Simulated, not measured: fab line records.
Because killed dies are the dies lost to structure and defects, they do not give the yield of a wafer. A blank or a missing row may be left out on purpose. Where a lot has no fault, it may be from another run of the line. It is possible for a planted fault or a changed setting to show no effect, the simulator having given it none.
Problem report, 8D (eight disciplines) form, completed by code | flow sky130 | the parts of the form that need people (team, actions taken, sign-off) are left out

== 1. THE ISSUE ==
Across 9 wafers from 3 lots, SONOS_ONO_CVD_02_THK at SKY_SONOS_ONO_THK_MEAS_03 averages 11.38 nm, while fault-free wafers read 10.42 nm with a standard deviation of 0.13. Measured from the usual mean, that is +7.4 standard deviations.
Earliest sighting: wafer L733.3 on film_metro-01 at day 17 17:53. At this step, 39 wafers from 13 lots have a number in the record. The rule behind "out" and "out of limits": a value lying over 4 standard deviations away from the usual mean. All remaining wafers that have a number are taken as sound.

== 2. WHAT IT IS; WHAT IT IS NOT ==
question                    | is                     | is not
which readings at this step | SONOS_ONO_CVD_02_THK   | -
which lots                  | L733, L734, L735       | L715, L717, L720, L721, L722, L724, L725, L726, L729, L731
which wafers of those lots  | all that have a number | -
read on which gauges        | film_metro-01          | film_metro-03
when                        | from day 17 17:53      | up to then (30 sound wafers)

== 3. WHAT RULES OUT EACH SUSPECT ==
Counting: a tool at any process step up to the reading remains a suspect when it ran all the lots that are out and ran no sound lot after the first of those.
- the gauge at SKY_SONOS_ONO_THK_MEAS_03: kept. All the wafers that are out were read on film_metro-01, and no step on other tools shows them out.
- lpcvd-02 at SKY_SONOS_ONO_CVD_02 (deposits Si3N4 from DCS/NH3, target thk 10.5 nm, time 180 s): kept. It processed each lot that is out, first L733 at day 17 16:49, and no sound lot thereafter; up to then, the last sound lot it processed was L731 at day 17 03:09.
The count leaves film_metro-01 at SKY_SONOS_ONO_THK_MEAS_03 and lpcvd-02 at SKY_SONOS_ONO_CVD_02.

== 4. THE CAUSE (what the simulator had put in) ==
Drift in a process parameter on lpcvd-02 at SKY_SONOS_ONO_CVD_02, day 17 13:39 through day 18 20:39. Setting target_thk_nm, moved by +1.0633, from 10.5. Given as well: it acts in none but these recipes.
Of the 2 suspects that counting leaves, this tool is one.

== 5. THE EFFECT CHAIN, in route order ==
Each row: a reading whose mean over the struck wafers that have a number lies more than 3 standard deviations from the usual. Scope: only readings with a usual standard deviation given in the record; hours: median across lots of the time from each lot's start at the first step in this table that gives one to its start at this step; sigmas: change in usual standard deviations.
hours | step                      | reading              | usual    | on struck wafers | change | sigmas
0     | SKY_SONOS_ONO_THK_MEAS_03 | SONOS_ONO_CVD_02_THK | 10.42 nm | 11.38            | +0.96  | +7.4
Later steps that measure or inspect, where all struck wafers having a row at the step show a number for every such reading and not one has moved that far: SKY_SONOS_ONO_CD_MEAS_13.

== 6. WHAT WOULD HAVE CAUGHT IT SOONER ==
The first out-of-limits reading at a measuring or inspecting step in this record came at day 17 17:53, 4 hours after the fault's start at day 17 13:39.
An alarm limit of 4 standard deviations would not have fired on the tool readings at SKY_SONOS_ONO_CVD_02 for which the record gives a usual standard deviation, since none of them was out on any struck wafer.
L734, L735, from the lots that are out (3), started SKY_SONOS_ONO_CVD_02 on lpcvd-02 later than day 17 17:53. A hold on the tool at that time would have spared those 2.
